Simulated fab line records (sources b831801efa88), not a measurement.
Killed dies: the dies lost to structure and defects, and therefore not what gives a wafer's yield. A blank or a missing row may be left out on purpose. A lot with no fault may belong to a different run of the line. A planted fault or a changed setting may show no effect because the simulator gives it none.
Problem report in the 8D (eight disciplines) form, filled by code ; flow gf180mcu ; the parts of the form that need people (team, actions taken, sign-off) are left out

== 1. THE PROBLEM ==
Wafers without a fault read 2000.3 rpm, standard deviation 1.4; spin-speed-rpm at GF_LVPWELL_COAT_02 reads a mean of 1910.2 rpm on 9 wafers belonging to 3 lots. That is -64 standard deviations from the usual mean.
The step: resist thk 3000 nm.
First seen on wafer L307.1, day 4 11:37, on litho-track-04. Wafers with a number at this step in the record: 36, from 12 lots. The rule behind "out" and "out of limits": a value lying over 4 standard deviations away from the usual mean. All remaining wafers that have a number are taken as sound.

== 2. WHAT IT IS, WHAT IT ISN'T ==
question;is;is not
which readings at this step;spin-speed-rpm;-
which lots;L307, L308, L309;L303, L304, L318, L320, L321, L323, L324, L325, L326
which wafers of those lots;all that have a number;-
read on which tools;litho-track-04;litho-track-02, litho-track-03
when;from day 4 11:37;"up to then (6 sound wafers); but 21 sound wafers of L318, L320, L321, L323, L324, L325, L326 came after"

== 3. THE SUSPECTS, EACH WITH WHAT RULES IT OUT ==
Counting: any tool at a process step up to the reading is kept as a suspect provided that every lot that is out went through it and no sound lot did after the first of them.
- litho-track-04 at GF_LVPWELL_COAT_02 (resist thk 3000 nm): ruled out as a lasting fault. Following L307 (day 4 11:37), the first lot on it that is out, the sound lots L318 were run on it.
Left after counting: nothing in the record.

== 4. THE CAUSE (what the simulator had put in) ==
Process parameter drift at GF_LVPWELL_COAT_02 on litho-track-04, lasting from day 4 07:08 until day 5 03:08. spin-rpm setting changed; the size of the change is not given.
Counting ruled it out, wrongly.

== 5. SEQUENCE OF EFFECTS, ordered by route ==
One row per reading whose mean, taken over the struck wafers that have a number, lies over 3 standard deviations from the usual. Scope: only readings with a usual standard deviation given in the record; hours: median across lots of the time from each lot's start at the first step in this table that gives one to its start at this step; sigmas: change in usual standard deviations.
hours;step;reading;usual;on struck wafers;change;sigmas
0;GF_LVPWELL_COAT_02;spin-speed-rpm;2000.3 rpm;1910.2;-90.1;-64
7;GF_LVPWELL_STRIP_10;strip-time-to-endpoint-s;36.98 s;37.79;+0.81;+8.1
The process steps in it:
- GF_LVPWELL_COAT_02: resist thk 3000 nm.
- GF_LVPWELL_STRIP_10: strips in O2/N2.

== 6. HOW IT WOULD HAVE BEEN CAUGHT EARLIER ==
In this record no reading fell out of limits until day 4 11:37, 4 hours after the fault had begun at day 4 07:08.
